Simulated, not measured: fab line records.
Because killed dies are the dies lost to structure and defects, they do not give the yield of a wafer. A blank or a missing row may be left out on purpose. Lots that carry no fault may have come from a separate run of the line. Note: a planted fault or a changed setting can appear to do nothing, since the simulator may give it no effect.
Comparing a struck lot with a sound one    flow sky130    18 out of 708 route steps
Sound: the wafers L819.3, L819.5, L819.6. Wafers struck: L828.2, L828.3, L828.6. Last of all comes the cause.
Per side, at each step with rows, come the tool, then ch with its chambers, and then its first start. Under that, the readings that differ: sound wafers    struck wafers    difference of the means    sigmas: that difference in standard deviations of wafers without a fault.
alike: readings whose means differ by less than 2 such deviations, and words and numbers that are the same on both sides. not compared: withheld readings, readings that some wafer has no value for, bounds like >300 that may hide the same value, and numbers for which the record gives no deviation and whose values overlap.
A row with sigmas, a row that says differs or no value, or rows on one side alone: a step with any of these is where the two part. Non-overlapping numbers with no deviation appear without sigmas and do not part them. A reading missing from all wafers of one side parts the sides only when that side holds two or more wafers.

first, 6 steps without rows for these wafers: SKY_LDD_N_IMPLANT_10; SKY_LDD_N_IMPLANT_11; SKY_LDD_N_IMPLANT_12; SKY_LDD_N_IMPLANT_13; SKY_LDD_N_IMPLANT_14; SKY_LDD_N_IMPLANT_15.
SKY_LDD_N_STRIP_16: strips in O2/N2.
  sound on plasma_asher-02 ch 0,1, day 19 11:01; struck on plasma_asher-02 ch 0,1, day 22 17:28
  alike: drypump_motor_current_A, oes_product_au, strip_time_to_endpoint_s
  not compared: rf_hours_counter_h
SKY_LDD_N_TW_MEAS_17:
  sound on film_metro-01 at day 19 11:06; struck on film_metro-04 at day 22 17:35
reading   sound           struck          difference  sigmas
LDD_N_TW  2500 2502 2514  2636 2617 2622  +120        +4
then, 4 steps without rows for these wafers: SKY_LDD_P_DEHYDRATE_00 (time 60 s); SKY_LDD_P_HMDS_01 (prime time 60 s); SKY_LDD_P_COAT_02 (resist thk 1140 nm); SKY_LDD_P_SOFTBAKE_03 (time 60 s).
SKY_LDD_P_EXPOSE_04: exposes mask PSDM, target cd 380 nm.
  sound on iline_stepper-02 ch 0, day 20 03:25; struck on iline_stepper-02 ch 0, day 23 08:17
reading               sound                 struck                difference  sigmas
exposure_dose_mJ_cm2  137.93 137.95 137.91  139.00 139.13 139.01  +1.12       +9
  alike: mask
then, 2 steps without rows for these wafers: SKY_LDD_P_PEB_05; SKY_LDD_P_DEVELOP_06 (develop time 60 s).
SKY_LDD_P_CD_MEAS_07: the cd target is 380 nm.
  sound on cd_sem-02 at day 20 18:13; struck on cd_sem-02 at day 23 23:38
reading     sound              struck             difference  sigmas
cd_nm (nm)  377.4 377.9 378.2  355.8 375.4 361.1  -13.7       -5
SKY_LDD_P_OVL_MEAS_08:
  sound on overlay-02 at day 20 18:19; struck on overlay-02 at day 23 23:45
  alike: LDD_P_OVL
then, 1 step without rows for these wafers: SKY_PAD_OPEN_PROBE_99.

WHERE THEY PART
Earliest at SKY_LDD_N_TW_MEAS_17; latest, in this record, at SKY_LDD_P_CD_MEAS_07. Later steps at which nothing parts them and some readings are alike: SKY_LDD_P_OVL_MEAS_08.

WHY: what had been put in by the simulator
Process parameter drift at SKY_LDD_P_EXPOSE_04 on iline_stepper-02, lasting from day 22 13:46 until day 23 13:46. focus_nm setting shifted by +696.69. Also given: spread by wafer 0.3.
